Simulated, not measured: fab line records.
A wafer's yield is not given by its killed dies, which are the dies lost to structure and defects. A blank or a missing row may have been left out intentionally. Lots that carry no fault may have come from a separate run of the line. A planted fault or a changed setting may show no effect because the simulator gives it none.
Which tool is to blame? -- flow gf180mcu -- 39 wafers from 13 lots sampled at 4 of the route's 602 steps

## WHAT THE GAUGES SHOWED, per wafer
GF_V5_THK_MEAS_01. Usual: V5_CVD_00_THK gives 300.5 nm (standard deviation 2.8).
lot,measured,on,V5_CVD_00_THK (nm),flag
L239,day 27 05:53,film metro-04,304.5 301.1 298.8,
L240,day 27 12:16,film metro-03,298.3 300.3 299.0,
L241,day 27 21:40,film metro-02,299.3 299.4 301.6,
L242,day 28 05:08,film metro-04,299.7 300.5 306.2,
L243,day 28 11:20,film metro-04,304.1 304.0 303.0,
L245,day 29 06:47,film metro-02,304.2 301.1 306.2,
L246,day 29 15:01,film metro-04,302.1 296.9 297.2,
L253,day 31 12:28,film metro-04,300.7 299.7 302.5,
L254,day 31 18:05,film metro-02,304.9 301.6 299.6,
L255,day 31 20:22,film metro-03,297.4 299.7 298.5,
L257,day 32 08:46,film metro-02,300.9 299.3 300.8,
L259,day 32 22:14,film metro-03,298.5 295.8 300.8,
L260,day 33 03:47,film metro-02,297.9 296.2 298.7,

GF_TOP_METAL_RS_MEAS_05: measurement is done with a four-point probe. Usual: TOP_METAL_ALCU_RS gives 0.03267 ohm/sq (standard deviation 0.00029).
lot,measured,on,TOP_METAL_ALCU_RS (ohm/sq),flag
L239,day 28 04:24,film metro-01,0.03315 0.03325 0.03336,
L240,day 28 10:09,film metro-02,0.03236 0.03233 0.03228,
L241,day 28 19:24,film metro-01,0.03291 0.0329 0.03267,
L242,day 29 02:51,film metro-02,0.03294 0.03296 0.03299,
L243,day 29 09:23,film metro-02,0.03275 0.03287 0.03271,
L245,day 30 04:32,film metro-02,0.03275 0.03301 0.03294,
L246,day 30 11:47,film metro-01,0.0329 0.03294 0.03284,
L253,day 32 08:20,film metro-02,0.03313 0.03332 0.03305,
L254,day 32 12:22,film metro-01,0.03223 0.03251 0.03211,
L255,day 32 15:48,film metro-01,0.03252 0.03249 0.03258,
L257,day 33 04:03,film metro-03,0.0324 0.0326 0.03238,
L259,day 33 16:19,film metro-01,0.03235 0.03232 0.03237,
L260,day 33 22:08,film metro-03,0.03241 0.0322 0.03222,

## EACH LOT AND THE TOOL THAT RAN IT (in order: tool; ch and the chambers of the sampled wafers; start)
lot,GF_V1_STRIP_18,GF_V5_ETCH_17
L239,"plasma asher-02 ch 0,1, day 19 02:32","rie diel-04 ch 0,3, day 28 04:24 or earlier"
L240,"plasma asher-02 ch 0,1, day 19 10:26","rie diel-02 ch 0,1,2, day 28 10:09 or earlier"
L241,"plasma asher-02 ch 0,1, day 19 22:28","rie diel-04 ch 0,1, day 28 19:24 or earlier"
L242,"plasma asher-04 ch 0,1, day 20 07:01","rie diel-02 ch 0,1,3, day 29 02:51 or earlier"
L243,"plasma asher-02 ch 0,1, day 20 13:02","rie diel-04 ch 0,2, day 29 09:23 or earlier"
L245,"plasma asher-02 ch 0,1, day 21 13:59","rie diel-04 ch 0,2,3, day 30 04:32 or earlier"
L246,"plasma asher-02 ch 0,1, day 22 01:13","rie diel-04 ch 0,2,3, day 30 11:47 or earlier"
L253,"plasma asher-01 ch 0,1, day 24 08:59","rie diel-03 ch 0,2,3, day 32 08:20 or earlier"
L254,"plasma asher-01 ch 0,1, day 24 16:11","rie diel-03 ch 0,3, day 32 12:22 or earlier"
L255,"plasma asher-02 ch 0,1, day 24 19:31","rie diel-02 ch 0,2,3, day 32 15:48 or earlier"
L257,"plasma asher-01 ch 0,1, day 25 10:55","rie diel-02 ch 0,3, day 33 04:03 or earlier"
L259,"plasma asher-02 ch 0,1, day 26 01:52","rie diel-02 ch 1,3, day 33 16:19 or earlier"
L260,"plasma asher-01 ch 0,1, day 26 10:02","rie diel-04 ch 0,1,3, day 33 22:08 or earlier"
- GF_V1_STRIP_18: strips in O2/N2.
- GF_V5_ETCH_17: etches SiO2 in C4F8/O2/Ar, stops on TiN, target depth 855 nm.

## WHAT THE TOOLS THEMSELVES READ (means of the sampled wafers that have a number; where no wafer has one, the mark that the record gives instead)
GF_V1_STRIP_18. Usual: drypump motor current A 6.2 A, standard deviation 0.4; heater power w 322 W, standard deviation 30; oes product au 0.592 a.u., standard deviation 0.0053.
lot,tool,drypump motor current A (A),heater power w (W),oes product au (a.u.),flag
L239,plasma asher-02,6.1,330,0.590,
L240,plasma asher-02,6.1,352,0.591,
L241,plasma asher-02,6.2,353,0.591,
L242,plasma asher-04,5.5,312,0.593,
L243,plasma asher-02,6.1,333,0.593,
L245,plasma asher-02,6.1,352,0.593,
L246,plasma asher-02,6.1,352,0.596,
L253,plasma asher-01,6.7,302,0.594,
L254,plasma asher-01,6.6,303,0.594,
L255,plasma asher-02,6.1,353,0.597,
L257,plasma asher-01,6.6,308,0.593,
L259,plasma asher-02,6.1,333,0.593,
L260,plasma asher-01,6.7,308,0.586,

GF_V5_ETCH_17. Usual: oes product au at 0.860 a.u., with a standard deviation of 0.0044.
lot,tool,oes product au (a.u.),flag
L239,rie diel-04,0.859,
L240,rie diel-02,0.861,
L241,rie diel-04,0.859,
L242,rie diel-02,0.859,
L243,rie diel-04,0.863,
L245,rie diel-04,0.857,
L246,rie diel-04,0.860,
L253,rie diel-03,0.858,
L254,rie diel-03,0.859,
L255,rie diel-02,0.861,
L257,rie diel-02,0.859,
L259,rie diel-02,0.862,
L260,rie diel-04,0.859,

## THE ANSWER, worked out from the rows above alone
Rule: take the mean of a lot's wafers that have a number; if it is more than 3 standard deviations from the usual mean, the lot is off. A lot without any number at a reading at which 4 lots or more have one is off too. Any other lot the step has rows for is counted as sound. Order of review: gauges by route order, followed by the tools' own readings, for which a lot's mean as printed above is used. The first step at which some lot is off is used, and at that step the reading that is off furthest; a lot without a number counts as furthest.
Nothing can be told from this: no lot is off at any reading shown.

## WHAT THE SIMULATOR HAD INSERTED
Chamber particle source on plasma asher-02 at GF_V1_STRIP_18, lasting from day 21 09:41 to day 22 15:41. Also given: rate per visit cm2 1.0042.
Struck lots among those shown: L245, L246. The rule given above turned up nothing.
